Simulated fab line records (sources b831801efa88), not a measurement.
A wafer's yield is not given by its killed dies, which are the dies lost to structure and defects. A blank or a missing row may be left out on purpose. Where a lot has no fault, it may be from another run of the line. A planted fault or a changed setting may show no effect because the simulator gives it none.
Which tool was responsible? ; flow sky130 ; Sampling: 6 lots, 18 wafers, 3 of 708 route steps

## WHAT THE GAUGES READ, wafer by wafer
SKY_METAL5_RS_MEAS_05: measures by four-point-probe.
lot;measured;on;METAL5_ALCU_RS (ohm/sq)
L243;day 43 05:04;film_metro-03;0.02707 0.02688 0.02686
L247;day 45 07:43;film_metro-02;0.02685 0.0271 0.02682
L249;day 45 12:28;film_metro-03;0.02711 0.02696 0.02704
L253;day 46 10:18;film_metro-04;0.02699 0.02719 0.02699
L258;day 48 00:14;film_metro-03;0.02688 0.02668 0.02669
L262;day 48 07:17;film_metro-04;0.02704 0.0272 0.02708

## WHAT TOOL EACH LOT RAN ON (gives the tool, then ch and the chambers of the sampled wafers, and finally the start)
lot;SKY_LI_CONTACT_CVD_21;SKY_METAL5_SPUTTER_01
L243;cvd_w-02 ch 0,1, day 29 18:08;pvd_sputter-02, day 43 04:56
L247;cvd_w-02 ch 0,1, day 31 21:22;pvd_sputter-01, day 45 07:34
L249;cvd_w-01 ch 0,1, day 32 10:17;pvd_sputter-02, day 45 12:19
L253;cvd_w-02 ch 0,1, day 33 13:44;pvd_sputter-01, day 46 10:07
L258;cvd_w-01 ch 0,1, day 34 23:32;pvd_sputter-04, day 48 00:04
L262;cvd_w-01 ch 0, day 35 23:50;pvd_sputter-01, day 48 07:08
- SKY_LI_CONTACT_CVD_21: deposits W, target thk 400 nm, time 120.56 s.
- SKY_METAL5_SPUTTER_01: material TiN, target thk 20 nm, time 16.7 s.

## THE ANSWER, worked out from the rows above alone
Rule: the lots themselves supply what counts as usual. The widest of any qualifying gaps counts: lots, ordered by their means at a reading, are off when they make up no more than a third of the lots, leave a main group of 4 or more, and stand apart from it by 3 or more times the standard deviation of that group's means. Not used: any main group whose means are identical at the precision the tables above print for the reading. Also off: a lot with no number at a reading for which 4 or more lots have one. All remaining lots with rows at the step are treated as sound.
None of the lots is off at any reading shown; this tells nothing.

## WHAT THE SIMULATOR PUT IN
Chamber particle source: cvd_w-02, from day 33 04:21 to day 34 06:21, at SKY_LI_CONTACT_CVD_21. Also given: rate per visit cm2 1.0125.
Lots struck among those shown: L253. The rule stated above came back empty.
